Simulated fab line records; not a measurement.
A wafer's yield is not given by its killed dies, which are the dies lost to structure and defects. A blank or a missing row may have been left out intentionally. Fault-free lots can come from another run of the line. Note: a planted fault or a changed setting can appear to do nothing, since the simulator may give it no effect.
fab line records :: flow sfq_line
record:
  lots: 7
  wafers: 21
  last_day: 80
route steps=325 shown M7@281
lots that met no fault: taken from a fault-free run of the same line
start_h: hours from the record's first day to the start of the lot's first wafer shown :: wait_h: time in hours since the lot's previous step :: " same as the row above :: L1.1+2: one row covering several wafers at once :: - no value, or no start given :: * or withheld: withheld :: < > ~ a bound
route shown NAME@n: a module of which the file shows steps, and the number in the route of the first :: usual: average and standard deviation across the fault-free wafers :: same: alike in all rows :: chamber/n: place in a boat :: sites: readings site by site :: _std_site: the values' standard deviation :: _edge_site: the outer-site mean with the inner-site mean subtracted :: radius_mm: for every site, how far away it sits from the centre of the wafer :: mask NAME#n: copy n :: behind: the tool/chamber that last shaped the wafer :: hold: the reason the lot was held/the length of the hold in hours/how it ended :: device: whichever transistor did not switch (one of n, p or np) :: end of line: the same wafers' tests at the end of the route :: a step without rows: its recipe alone :: killed: at the first sort, the dies lost to defects and structure; wafer yield is something else :: map: a wafer's dies, x killed, . not, _ none there
set.NAME: the setting that was run; set.NAME@STEP: the one run at that earlier step :: model.NAME: the simulator's own value behind a step, which no gauge read
certain route steps with their lots: each step a table, each wafer a row
services: from which hour (start_h, from the record's first day; less than 0 if before it) a tool's chamber was out of use, for how many hours, and why
== steps ==
step: SFQ_TRILAYER_M7_DEP_PRE_CLEAN_176
recipe:
  gas: Ar
  time_s: 22.5
  bias_v: 250
step: SFQ_TRILAYER_M7_DEP_SPUTTER_175
recipe:
  material: Nb
  base_pressure_pa: 1.33e-06
  chamber_pressure_pa: 0.1333
  substrate_temp_c: 20
  target_thk_nm: 200
  power_w: 2000
  time_s: 133.3
usual:
  throttle_valve_pct: 30.1/0.58
lot.wafer: L116.3
tool: pvd_sputter-06
chamber: -
start_h: 1557.06
wait_h: 0.0
throttle_valve_pct: 29.7

lot.wafer: L116.5
tool: pvd_sputter-06
chamber: -
start_h: 1557.06
wait_h: 0.0
throttle_valve_pct: 29.0

lot.wafer: L116.6
tool: pvd_sputter-06
chamber: -
start_h: 1557.06
wait_h: 0.0
throttle_valve_pct: 29.4

lot.wafer: L118.1
tool: pvd_sputter-06
chamber: -
start_h: 1564.08
wait_h: 0.0
throttle_valve_pct: 28.7

lot.wafer: L118.3
tool: pvd_sputter-06
chamber: -
start_h: 1564.08
wait_h: 0.0
throttle_valve_pct: 30.4

lot.wafer: L118.4
tool: pvd_sputter-06
chamber: -
start_h: 1564.08
wait_h: 0.0
throttle_valve_pct: 29.6

lot.wafer: L119.3
tool: pvd_sputter-05
chamber: -
start_h: 1565.49
wait_h: 0.0
throttle_valve_pct: 29.7

lot.wafer: L119.4
tool: pvd_sputter-05
chamber: -
start_h: 1565.49
wait_h: 0.0
throttle_valve_pct: 30.3

lot.wafer: L119.6
tool: pvd_sputter-05
chamber: -
start_h: 1565.49
wait_h: 0.0
throttle_valve_pct: 30.1

lot.wafer: L120.2
tool: pvd_sputter-03
chamber: -
start_h: 1566.61
wait_h: 0.0
throttle_valve_pct: 29.5

lot.wafer: L120.4
tool: pvd_sputter-03
chamber: -
start_h: 1566.61
wait_h: 0.0
throttle_valve_pct: 29.9

lot.wafer: L120.5
tool: pvd_sputter-03
chamber: -
start_h: 1566.61
wait_h: 0.0
throttle_valve_pct: 29.7

lot.wafer: L121.1
tool: pvd_sputter-06
chamber: -
start_h: 1596.45
wait_h: 0.0
throttle_valve_pct: 30.5

lot.wafer: L121.5
tool: pvd_sputter-06
chamber: -
start_h: 1596.45
wait_h: 0.0
throttle_valve_pct: 28.8

lot.wafer: L121.6
tool: pvd_sputter-06
chamber: -
start_h: 1596.45
wait_h: 0.0
throttle_valve_pct: 30.5

lot.wafer: L128.1
tool: pvd_sputter-06
chamber: -
start_h: 1722.73
wait_h: 0.0
throttle_valve_pct: 29.5

lot.wafer: L128.3
tool: pvd_sputter-06
chamber: -
start_h: 1722.73
wait_h: 0.0
throttle_valve_pct: 28.4

lot.wafer: L128.5
tool: pvd_sputter-06
chamber: -
start_h: 1722.73
wait_h: 0.0
throttle_valve_pct: 30.7

lot.wafer: L129.1
tool: pvd_sputter-03
chamber: -
start_h: 1724.53
wait_h: 0.0
throttle_valve_pct: 30.1

lot.wafer: L129.2
tool: pvd_sputter-03
chamber: -
start_h: 1724.53
wait_h: 0.0
throttle_valve_pct: 29.6

lot.wafer: L129.3
tool: pvd_sputter-03
chamber: -
start_h: 1724.53
wait_h: 0.0
throttle_valve_pct: 30.1
step: SFQ_M7_RS_MEAS_943
recipe:
  thk_meas_gauge: four-point-probe
  reads: Nb_of_TRILAYER_M7_DEP_SPUTTER_175
usual:
  M7_NB_RS: 0.890/0.011
lot.wafer: L116.3
tool: film_metro-04
chamber: -
start_h: 1557.19
wait_h: 0.1
M7_NB_RS[ohm/sq]: 0.872

lot.wafer: L116.5
tool: film_metro-04
chamber: -
start_h: 1557.19
wait_h: 0.1
M7_NB_RS[ohm/sq]: 0.882

lot.wafer: L116.6
tool: film_metro-04
chamber: -
start_h: 1557.19
wait_h: 0.1
M7_NB_RS[ohm/sq]: 0.882

lot.wafer: L118.1
tool: film_metro-04
chamber: -
start_h: 1564.17
wait_h: 0.0
M7_NB_RS[ohm/sq]: 0.895

lot.wafer: L118.3
tool: film_metro-04
chamber: -
start_h: 1564.17
wait_h: 0.0
M7_NB_RS[ohm/sq]: 0.883

lot.wafer: L118.4
tool: film_metro-04
chamber: -
start_h: 1564.17
wait_h: 0.0
M7_NB_RS[ohm/sq]: 0.899

lot.wafer: L119.3
tool: film_metro-03
chamber: -
start_h: 1565.62
wait_h: 0.1
M7_NB_RS[ohm/sq]: 0.902

lot.wafer: L119.4
tool: film_metro-03
chamber: -
start_h: 1565.62
wait_h: 0.1
M7_NB_RS[ohm/sq]: 0.897

lot.wafer: L119.6
tool: film_metro-03
chamber: -
start_h: 1565.62
wait_h: 0.1
M7_NB_RS[ohm/sq]: 0.894

lot.wafer: L120.2
tool: film_metro-01
chamber: -
start_h: 1566.72
wait_h: 0.1
M7_NB_RS[ohm/sq]: 0.894

lot.wafer: L120.4
tool: film_metro-01
chamber: -
start_h: 1566.72
wait_h: 0.1
M7_NB_RS[ohm/sq]: 0.886

lot.wafer: L120.5
tool: film_metro-01
chamber: -
start_h: 1566.72
wait_h: 0.1
M7_NB_RS[ohm/sq]: 0.884

lot.wafer: L121.1
tool: film_metro-03
chamber: -
start_h: 1596.54
wait_h: 0.0
M7_NB_RS[ohm/sq]: 0.884

lot.wafer: L121.5
tool: film_metro-03
chamber: -
start_h: 1596.54
wait_h: 0.0
M7_NB_RS[ohm/sq]: 0.889

lot.wafer: L121.6
tool: film_metro-03
chamber: -
start_h: 1596.54
wait_h: 0.0
M7_NB_RS[ohm/sq]: 0.882

lot.wafer: L128.1
tool: film_metro-01
chamber: -
start_h: 1722.82
wait_h: 0.0
M7_NB_RS[ohm/sq]: 0.897

lot.wafer: L128.3
tool: film_metro-01
chamber: -
start_h: 1722.82
wait_h: 0.0
M7_NB_RS[ohm/sq]: 0.904

lot.wafer: L128.5
tool: film_metro-01
chamber: -
start_h: 1722.82
wait_h: 0.0
M7_NB_RS[ohm/sq]: 0.888

lot.wafer: L129.1
tool: film_metro-03
chamber: -
start_h: 1724.62
wait_h: 0.0
M7_NB_RS[ohm/sq]: 0.890

lot.wafer: L129.2
tool: film_metro-03
chamber: -
start_h: 1724.62
wait_h: 0.0
M7_NB_RS[ohm/sq]: 0.892

lot.wafer: L129.3
tool: film_metro-03
chamber: -
start_h: 1724.62
wait_h: 0.0
M7_NB_RS[ohm/sq]: 0.896
step: SFQ_TRILAYER_M7_LITHO_COAT_182
recipe:
  resist: BARC
  spin_rpm: 3000
  resist_thk_nm: 62
step: SFQ_TRILAYER_M7_LITHO_COAT_177
recipe:
  resist: KrF
  spin_rpm: 3000
  resist_thk_nm: 600
step: SFQ_TRILAYER_M7_LITHO_SOFTBAKE_181
recipe:
  temp_c: withheld
  time_s: withheld
  resist: KrF
step: SFQ_TRILAYER_M7_LITHO_EXPOSE_178
recipe:
  mask_id: M7
  na: 0.6
  source_shape: conventional
  sigma_outer: 0.65
  target_cd_nm: 500
  dose_mj: 14.4
step: SFQ_TRILAYER_M7_LITHO_PEB_180
recipe:
  peb_temp_c: 115
  peb_time_s: 60
  resist: KrF
step: SFQ_TRILAYER_M7_LITHO_DEVELOP_179
recipe:
  time_s: 60
  resist: KrF
step: SFQ_M7_OVL_MEAS_945
usual:
  M7_OVL: 1/6.1
lot.wafer: L116.3
tool: overlay-02
chamber: -
start_h: 1652.88
wait_h: 0.1
M7_OVL[nm]: -1

lot.wafer: L116.5
tool: overlay-02
chamber: -
start_h: 1652.88
wait_h: 0.1
M7_OVL[nm]: -3

lot.wafer: L116.6
tool: overlay-02
chamber: -
start_h: 1652.88
wait_h: 0.1
M7_OVL[nm]: -2

lot.wafer: L118.1
tool: overlay-01
chamber: -
start_h: 1660.19
wait_h: 0.1
M7_OVL[nm]: -6

lot.wafer: L118.3
tool: overlay-01
chamber: -
start_h: 1660.19
wait_h: 0.1
M7_OVL[nm]: -8

lot.wafer: L118.4
tool: overlay-01
chamber: -
start_h: 1660.19
wait_h: 0.1
M7_OVL[nm]: 5

lot.wafer: L119.3
tool: overlay-01
chamber: -
start_h: 1661.40
wait_h: 0.1
M7_OVL[nm]: -3

lot.wafer: L119.4
tool: overlay-01
chamber: -
start_h: 1661.40
wait_h: 0.1
M7_OVL[nm]: -8

lot.wafer: L119.6
tool: overlay-01
chamber: -
start_h: 1661.40
wait_h: 0.1
M7_OVL[nm]: -2

lot.wafer: L120.2
tool: overlay-02
chamber: -
start_h: 1662.59
wait_h: 0.1
M7_OVL[nm]: 2

lot.wafer: L120.4
tool: overlay-02
chamber: -
start_h: 1662.59
wait_h: 0.1
M7_OVL[nm]: 1

lot.wafer: L120.5
tool: overlay-02
chamber: -
start_h: 1662.59
wait_h: 0.1
M7_OVL[nm]: 10

lot.wafer: L121.1
tool: overlay-01
chamber: -
start_h: 1686.59
wait_h: 0.1
M7_OVL[nm]: 0

lot.wafer: L121.5
tool: overlay-01
chamber: -
start_h: 1686.59
wait_h: 0.1
M7_OVL[nm]: 10

lot.wafer: L121.6
tool: overlay-01
chamber: -
start_h: 1686.59
wait_h: 0.1
M7_OVL[nm]: 6

lot.wafer: L128.1
tool: overlay-01
chamber: -
start_h: 1812.57
wait_h: 0.1
M7_OVL[nm]: -4

lot.wafer: L128.3
tool: overlay-01
chamber: -
start_h: 1812.57
wait_h: 0.1
M7_OVL[nm]: 8

lot.wafer: L128.5
tool: overlay-01
chamber: -
start_h: 1812.57
wait_h: 0.1
M7_OVL[nm]: 5

lot.wafer: L129.1
tool: overlay-01
chamber: -
start_h: 1814.97
wait_h: 0.1
M7_OVL[nm]: -1

lot.wafer: L129.2
tool: overlay-01
chamber: -
start_h: 1814.97
wait_h: 0.1
M7_OVL[nm]: 3

lot.wafer: L129.3
tool: overlay-01
chamber: -
start_h: 1814.97
wait_h: 0.1
M7_OVL[nm]: 4
step: SFQ_TRILAYER_M7_BARC_OPEN_METAL_ETCH_229
recipe:
  mask_material: PR
  chemistry: O2
  target_depth_nm: 125
  target: BARC
  icp_w: 600
  bias_w: 80
  pressure_mtorr: 10
  time_s: 41.7
usual:
  drypump_motor_current_A: 5.74/0.28
  oes_product_au: 0.685/0.0043
  run_length_s: 70.1/0.45
lot.wafer: L116.3
tool: rie_metal-04
chamber: 0
start_h: 1652.92
wait_h: 0.0
drypump_motor_current_A: 5.26
oes_product_au: 0.680
rf_hours_counter_h: -
run_length_s: 70.2

lot.wafer: L116.5
tool: rie_metal-04
chamber: 0
start_h: 1652.92
wait_h: 0.0
drypump_motor_current_A: 5.26
oes_product_au: 0.679
rf_hours_counter_h: -
run_length_s: 70.6

lot.wafer: L116.6
tool: rie_metal-04
chamber: 1
start_h: 1652.92
wait_h: 0.0
drypump_motor_current_A: 5.83
oes_product_au: 0.690
rf_hours_counter_h: -
run_length_s: 69.4

lot.wafer: L118.1
tool: rie_metal-01
chamber: 1
start_h: 1660.22
wait_h: 0.0
drypump_motor_current_A: 5.85
oes_product_au: 0.680
rf_hours_counter_h: 67
run_length_s: 70.2

lot.wafer: L118.3
tool: rie_metal-01
chamber: 1
start_h: 1660.22
wait_h: 0.0
drypump_motor_current_A: 5.79
oes_product_au: 0.682
rf_hours_counter_h: -
run_length_s: 70.9

lot.wafer: L118.4
tool: rie_metal-01
chamber: 0
start_h: 1660.22
wait_h: 0.0
drypump_motor_current_A: 5.69
oes_product_au: 0.679
rf_hours_counter_h: -
run_length_s: 70.3

lot.wafer: L119.3
tool: rie_metal-03
chamber: 0
start_h: 1661.44
wait_h: 0.0
drypump_motor_current_A: 5.74
oes_product_au: 0.688
rf_hours_counter_h: -
run_length_s: 69.5

lot.wafer: L119.4
tool: rie_metal-03
chamber: 1
start_h: 1661.44
wait_h: 0.0
drypump_motor_current_A: 6.33
oes_product_au: 0.683
rf_hours_counter_h: -
run_length_s: 69.7

lot.wafer: L119.6
tool: rie_metal-03
chamber: 1
start_h: 1661.44
wait_h: 0.0
drypump_motor_current_A: 6.32
oes_product_au: 0.689
rf_hours_counter_h: -
run_length_s: 69.8

lot.wafer: L120.2
tool: rie_metal-01
chamber: 1
start_h: 1662.62
wait_h: 0.0
drypump_motor_current_A: 5.81
oes_product_au: 0.684
rf_hours_counter_h: 68
run_length_s: 70.6

lot.wafer: L120.4
tool: rie_metal-01
chamber: 0
start_h: 1662.62
wait_h: 0.0
drypump_motor_current_A: 5.69
oes_product_au: 0.691
rf_hours_counter_h: -
run_length_s: 70.3

lot.wafer: L120.5
tool: rie_metal-01
chamber: 0
start_h: 1662.62
wait_h: 0.0
drypump_motor_current_A: 5.71
oes_product_au: 0.682
rf_hours_counter_h: -
run_length_s: 70.6

lot.wafer: L121.1
tool: rie_metal-01
chamber: 1
start_h: 1686.62
wait_h: 0.0
drypump_motor_current_A: 5.82
oes_product_au: 0.683
rf_hours_counter_h: 71
run_length_s: 70.9

lot.wafer: L121.5
tool: rie_metal-01
chamber: 1
start_h: 1686.62
wait_h: 0.0
drypump_motor_current_A: 5.82
oes_product_au: 0.687
rf_hours_counter_h: -
run_length_s: 70.5

lot.wafer: L121.6
tool: rie_metal-01
chamber: 0
start_h: 1686.62
wait_h: 0.0
drypump_motor_current_A: 5.72
oes_product_au: 0.685
rf_hours_counter_h: -
run_length_s: 70.7

lot.wafer: L128.1
tool: rie_metal-01
chamber: 0
start_h: 1812.61
wait_h: 0.0
drypump_motor_current_A: 5.72
oes_product_au: 0.682
rf_hours_counter_h: 112
run_length_s: 71.2

lot.wafer: L128.3
tool: rie_metal-01
chamber: 0
start_h: 1812.61
wait_h: 0.0
drypump_motor_current_A: 5.70
oes_product_au: 0.685
rf_hours_counter_h: -
run_length_s: 71.1

lot.wafer: L128.5
tool: rie_metal-01
chamber: 1
start_h: 1812.61
wait_h: 0.0
drypump_motor_current_A: 5.81
oes_product_au: 0.694
rf_hours_counter_h: -
run_length_s: 70.3

lot.wafer: L129.1
tool: rie_metal-01
chamber: 0
start_h: 1815.01
wait_h: 0.0
drypump_motor_current_A: 5.69
oes_product_au: 0.697
rf_hours_counter_h: 113
run_length_s: 70.6

lot.wafer: L129.2
tool: rie_metal-01
chamber: 1
start_h: 1815.01
wait_h: 0.0
drypump_motor_current_A: 5.81
oes_product_au: 0.681
rf_hours_counter_h: 84
run_length_s: 70.3

lot.wafer: L129.3
tool: rie_metal-01
chamber: 1
start_h: 1815.01
wait_h: 0.0
drypump_motor_current_A: 5.78
oes_product_au: 0.690
rf_hours_counter_h: -
run_length_s: 70.7
step: SFQ_TRILAYER_M7_ETCH_METAL_ETCH_180
recipe:
  target: Nb
  stop_on: SiO2
  mask_material: PR
  chemistry: Cl2/Ar
  target_depth_nm: 240
  icp_w: 600
  bias_w: 80
  pressure_mtorr: 10
  time_s: 120
usual:
  drypump_motor_current_A: 5.74/0.28
  oes_product_au: 0.894/0.0078
  run_length_s: 148.4/0.44
lot.wafer: L116.3
tool: rie_metal-04
chamber: 0
start_h: 1653.00
wait_h: 0.1
drypump_motor_current_A: 5.26
oes_product_au: 0.902
rf_hours_counter_h: -
run_length_s: 148.5
model.KrF_of_TRILAYER_M7_LITHO_COAT_177.thk_nm: 382.9

lot.wafer: L116.5
tool: rie_metal-04
chamber: 0
start_h: 1653.00
wait_h: 0.1
drypump_motor_current_A: 5.23
oes_product_au: 0.893
rf_hours_counter_h: -
run_length_s: 148.1
model.KrF_of_TRILAYER_M7_LITHO_COAT_177.thk_nm: 382.4

lot.wafer: L116.6
tool: rie_metal-04
chamber: 1
start_h: 1653.00
wait_h: 0.1
drypump_motor_current_A: 5.84
oes_product_au: 0.904
rf_hours_counter_h: -
run_length_s: 147.9
model.KrF_of_TRILAYER_M7_LITHO_COAT_177.thk_nm: 379.1

lot.wafer: L118.1
tool: rie_metal-01
chamber: 1
start_h: 1660.28
wait_h: 0.0
drypump_motor_current_A: 5.80
oes_product_au: 0.891
rf_hours_counter_h: 67
run_length_s: 148.8
model.KrF_of_TRILAYER_M7_LITHO_COAT_177.thk_nm: 383.2

lot.wafer: L118.3
tool: rie_metal-01
chamber: 1
start_h: 1660.28
wait_h: 0.0
drypump_motor_current_A: 5.78
oes_product_au: 0.895
rf_hours_counter_h: -
run_length_s: 149.1
model.KrF_of_TRILAYER_M7_LITHO_COAT_177.thk_nm: 384.1

lot.wafer: L118.4
tool: rie_metal-01
chamber: 0
start_h: 1660.28
wait_h: 0.0
drypump_motor_current_A: 5.71
oes_product_au: 0.921
rf_hours_counter_h: -
run_length_s: 145.0
model.KrF_of_TRILAYER_M7_LITHO_COAT_177.thk_nm: 386.8

lot.wafer: L119.3
tool: rie_metal-03
chamber: 0
start_h: 1661.53
wait_h: 0.1
drypump_motor_current_A: 5.73
oes_product_au: 0.888
rf_hours_counter_h: -
run_length_s: 147.6
model.KrF_of_TRILAYER_M7_LITHO_COAT_177.thk_nm: 381.4

lot.wafer: L119.4
tool: rie_metal-03
chamber: 1
start_h: 1661.53
wait_h: 0.1
drypump_motor_current_A: 6.32
oes_product_au: 0.879
rf_hours_counter_h: -
run_length_s: 147.9
model.KrF_of_TRILAYER_M7_LITHO_COAT_177.thk_nm: 385.5

lot.wafer: L119.6
tool: rie_metal-03
chamber: 1
start_h: 1661.53
wait_h: 0.1
drypump_motor_current_A: 6.34
oes_product_au: 0.894
rf_hours_counter_h: -
run_length_s: 147.9
model.KrF_of_TRILAYER_M7_LITHO_COAT_177.thk_nm: 384.4

lot.wafer: L120.2
tool: rie_metal-01
chamber: 1
start_h: 1662.68
wait_h: 0.0
drypump_motor_current_A: 5.78
oes_product_au: 0.894
rf_hours_counter_h: 68
run_length_s: 148.6
model.KrF_of_TRILAYER_M7_LITHO_COAT_177.thk_nm: 382.3

lot.wafer: L120.4
tool: rie_metal-01
chamber: 0
start_h: 1662.68
wait_h: 0.0
drypump_motor_current_A: 5.70
oes_product_au: 0.928
rf_hours_counter_h: -
run_length_s: 145.0
model.KrF_of_TRILAYER_M7_LITHO_COAT_177.thk_nm: 385

lot.wafer: L120.5
tool: rie_metal-01
chamber: 0
start_h: 1662.68
wait_h: 0.0
drypump_motor_current_A: 5.71
oes_product_au: 0.935
rf_hours_counter_h: -
run_length_s: 144.8
model.KrF_of_TRILAYER_M7_LITHO_COAT_177.thk_nm: 385

lot.wafer: L121.1
tool: rie_metal-01
chamber: 1
start_h: 1686.68
wait_h: 0.0
drypump_motor_current_A: 5.84
oes_product_au: 0.909
rf_hours_counter_h: 71
run_length_s: 148.6
model.KrF_of_TRILAYER_M7_LITHO_COAT_177.thk_nm: 386.4

lot.wafer: L121.5
tool: rie_metal-01
chamber: 1
start_h: 1686.68
wait_h: 0.0
drypump_motor_current_A: 5.82
oes_product_au: 0.892
rf_hours_counter_h: -
run_length_s: 149.0
model.KrF_of_TRILAYER_M7_LITHO_COAT_177.thk_nm: 386.7

lot.wafer: L121.6
tool: rie_metal-01
chamber: 0
start_h: 1686.68
wait_h: 0.0
drypump_motor_current_A: 5.69
oes_product_au: 0.927
rf_hours_counter_h: -
run_length_s: 144.6
model.KrF_of_TRILAYER_M7_LITHO_COAT_177.thk_nm: 388.7

lot.wafer: L128.1
tool: rie_metal-01
chamber: 0
start_h: 1812.67
wait_h: 0.0
drypump_motor_current_A: 5.70
oes_product_au: 0.885
rf_hours_counter_h: 112
run_length_s: 149.0
model.KrF_of_TRILAYER_M7_LITHO_COAT_177.thk_nm: 382.1

lot.wafer: L128.3
tool: rie_metal-01
chamber: 0
start_h: 1812.67
wait_h: 0.0
drypump_motor_current_A: 5.71
oes_product_au: 0.884
rf_hours_counter_h: -
run_length_s: 148.9
model.KrF_of_TRILAYER_M7_LITHO_COAT_177.thk_nm: 381.7

lot.wafer: L128.5
tool: rie_metal-01
chamber: 1
start_h: 1812.67
wait_h: 0.0
drypump_motor_current_A: 5.83
oes_product_au: 0.892
rf_hours_counter_h: -
run_length_s: 148.6
model.KrF_of_TRILAYER_M7_LITHO_COAT_177.thk_nm: 382.9

lot.wafer: L129.1
tool: rie_metal-01
chamber: 0
start_h: 1815.07
wait_h: 0.0
drypump_motor_current_A: 5.70
oes_product_au: 0.892
rf_hours_counter_h: 113
run_length_s: 149.0
model.KrF_of_TRILAYER_M7_LITHO_COAT_177.thk_nm: 382.6

lot.wafer: L129.2
tool: rie_metal-01
chamber: 1
start_h: 1815.07
wait_h: 0.0
drypump_motor_current_A: 5.80
oes_product_au: 0.897
rf_hours_counter_h: 84
run_length_s: 149.0
model.KrF_of_TRILAYER_M7_LITHO_COAT_177.thk_nm: 383.9

lot.wafer: L129.3
tool: rie_metal-01
chamber: 1
start_h: 1815.07
wait_h: 0.0
drypump_motor_current_A: 5.81
oes_product_au: 0.895
rf_hours_counter_h: -
run_length_s: 148.5
model.KrF_of_TRILAYER_M7_LITHO_COAT_177.thk_nm: 383.8
step: SFQ_TRILAYER_M7_STRIP_STRIP_181
recipe:
  gas: O2
  power_w: 200
  platen_temp_c: 40
  overash_fraction: 0.65
  chemistry: O2
  pressure_mtorr: 50
usual:
  drypump_motor_current_A: 5.74/0.28
  oes_product_au: 1.002/0.0067
same:
  overash_fraction: 0.65
lot.wafer: L116.3
tool: rie_metal-04
chamber: 0
start_h: 1653.28
wait_h: 0.2
drypump_motor_current_A: 5.25
oes_product_au: 0.996
rf_hours_counter_h: -

lot.wafer: L116.5
tool: rie_metal-04
chamber: 0
start_h: 1653.28
wait_h: 0.2
drypump_motor_current_A: 5.24
oes_product_au: 1.002
rf_hours_counter_h: -

lot.wafer: L116.6
tool: rie_metal-04
chamber: 1
start_h: 1653.28
wait_h: 0.2
drypump_motor_current_A: 5.84
oes_product_au: 1.004
rf_hours_counter_h: -

lot.wafer: L118.1
tool: rie_metal-01
chamber: 1
start_h: 1660.41
wait_h: 0.1
drypump_motor_current_A: 5.83
oes_product_au: 1.001
rf_hours_counter_h: 68

lot.wafer: L118.3
tool: rie_metal-01
chamber: 1
start_h: 1660.41
wait_h: 0.1
drypump_motor_current_A: 5.82
oes_product_au: 0.998
rf_hours_counter_h: -

lot.wafer: L118.4
tool: rie_metal-01
chamber: 0
start_h: 1660.41
wait_h: 0.1
drypump_motor_current_A: 5.71
oes_product_au: 1.000
rf_hours_counter_h: -

lot.wafer: L119.3
tool: rie_metal-03
chamber: 0
start_h: 1661.81
wait_h: 0.2
drypump_motor_current_A: 5.71
oes_product_au: 0.996
rf_hours_counter_h: -

lot.wafer: L119.4
tool: rie_metal-03
chamber: 1
start_h: 1661.81
wait_h: 0.2
drypump_motor_current_A: 6.34
oes_product_au: 0.994
rf_hours_counter_h: -

lot.wafer: L119.6
tool: rie_metal-03
chamber: 1
start_h: 1661.81
wait_h: 0.2
drypump_motor_current_A: 6.34
oes_product_au: 0.997
rf_hours_counter_h: -

lot.wafer: L120.2
tool: rie_metal-01
chamber: 1
start_h: 1662.81
wait_h: 0.1
drypump_motor_current_A: 5.78
oes_product_au: 1.007
rf_hours_counter_h: 68

lot.wafer: L120.4
tool: rie_metal-01
chamber: 0
start_h: 1662.81
wait_h: 0.1
drypump_motor_current_A: 5.71
oes_product_au: 1.008
rf_hours_counter_h: -

lot.wafer: L120.5
tool: rie_metal-01
chamber: 0
start_h: 1662.81
wait_h: 0.1
drypump_motor_current_A: 5.71
oes_product_au: 1.006
rf_hours_counter_h: -

lot.wafer: L121.1
tool: rie_metal-01
chamber: 1
start_h: 1686.81
wait_h: 0.1
drypump_motor_current_A: 5.79
oes_product_au: 1.002
rf_hours_counter_h: 71

lot.wafer: L121.5
tool: rie_metal-01
chamber: 1
start_h: 1686.81
wait_h: 0.1
drypump_motor_current_A: 5.80
oes_product_au: 0.998
rf_hours_counter_h: -

lot.wafer: L121.6
tool: rie_metal-01
chamber: 0
start_h: 1686.81
wait_h: 0.1
drypump_motor_current_A: 5.72
oes_product_au: 1.007
rf_hours_counter_h: -

lot.wafer: L128.1
tool: rie_metal-01
chamber: 0
start_h: 1812.80
wait_h: 0.1
drypump_motor_current_A: 5.71
oes_product_au: 1.004
rf_hours_counter_h: 113

lot.wafer: L128.3
tool: rie_metal-01
chamber: 0
start_h: 1812.80
wait_h: 0.1
drypump_motor_current_A: 5.68
oes_product_au: 0.997
rf_hours_counter_h: -

lot.wafer: L128.5
tool: rie_metal-01
chamber: 1
start_h: 1812.80
wait_h: 0.1
drypump_motor_current_A: 5.85
oes_product_au: 0.992
rf_hours_counter_h: -

lot.wafer: L129.1
tool: rie_metal-01
chamber: 0
start_h: 1815.20
wait_h: 0.1
drypump_motor_current_A: 5.69
oes_product_au: 1.005
rf_hours_counter_h: 113

lot.wafer: L129.2
tool: rie_metal-01
chamber: 1
start_h: 1815.20
wait_h: 0.1
drypump_motor_current_A: 5.81
oes_product_au: 1.003
rf_hours_counter_h: 84

lot.wafer: L129.3
tool: rie_metal-01
chamber: 1
start_h: 1815.20
wait_h: 0.1
drypump_motor_current_A: 5.77
oes_product_au: 0.992
rf_hours_counter_h: -
== services ==
tool: rie_metal-03
chamber: -
start_h: 1540.31
hours: 0.3
kind: repair

tool: pvd_sputter-05
chamber: -
start_h: 1579.49
hours: 1.4
kind: repair

tool: pvd_sputter-05
chamber: 0
start_h: 1606.73
hours: -
kind: consumable_replace:kit

tool: pvd_sputter-05
chamber: 0
start_h: 1606.73
hours: 18.0
kind: scheduled_down

tool: pvd_sputter-05
chamber: 0
start_h: 1606.73
hours: 18.0
kind: vent_cycle

tool: rie_metal-01
chamber: -
start_h: 1611.24
hours: 4.3
kind: pm

tool: rie_metal-04
chamber: -
start_h: 1684.78
hours: 4.3
kind: pm

tool: rie_metal-01
chamber: 1
start_h: 1688.84
hours: 26.0
kind: repair

tool: pvd_sputter-06
chamber: -
start_h: 1718.77
hours: 0.7
kind: repair

tool: rie_metal-03
chamber: 0
start_h: 1721.10
hours: 15.2
kind: repair

tool: rie_metal-03
chamber: -
start_h: 1730.47
hours: 0.7
kind: repair

tool: rie_metal-04
chamber: 0
start_h: 1766.39
hours: 15.0
kind: repair

tool: rie_metal-03
chamber: 1
start_h: 1775.04
hours: 10.2
kind: repair

tool: pvd_sputter-06
chamber: 3
start_h: 1792.11
hours: -
kind: consumable_replace:kit

tool: pvd_sputter-06
chamber: 3
start_h: 1792.11
hours: 18.0
kind: scheduled_down

tool: pvd_sputter-06
chamber: 3
start_h: 1792.11
hours: 18.0
kind: vent_cycle

tool: pvd_sputter-06
chamber: -
start_h: 1796.62
hours: 9.5
kind: repair

tool: rie_metal-03
chamber: 0
start_h: 1798.78
hours: 15.3
kind: repair
== key ==
first_sign:
  step: SFQ_TRILAYER_M7_ETCH_METAL_ETCH_180
  reading: run_length_s
  direction: down
  sigmas: 8.1
  usual: *
  struck: *
effect:
  step: SFQ_TRILAYER_M7_ETCH_METAL_ETCH_180
  reading: oes_product_au
  direction: up
  sigmas: 4.3
  usual: 0.894
  struck: 0.928
model_effect:
  step: SFQ_TRILAYER_M7_ETCH_METAL_ETCH_180
  value: KrF_of_TRILAYER_M7_LITHO_COAT_177.thk_nm
  without: 381.7
  struck: 386.4
met_at SFQ_TRILAYER_M7_ETCH_METAL_ETCH_180
struck_wafers L118.4,L120.4,L120.5,L121.6
fault:
  kind: process_parameter_drift
  tool: rie_metal-01
  chamber: 0
  onset_h: 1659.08
  steps: SFQ_TRILAYER_M7_ETCH_METAL_ETCH_180
  channel: time_s
  offset: *
  shape: step
  end_h: 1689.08
  acts_in: *
  stated: *
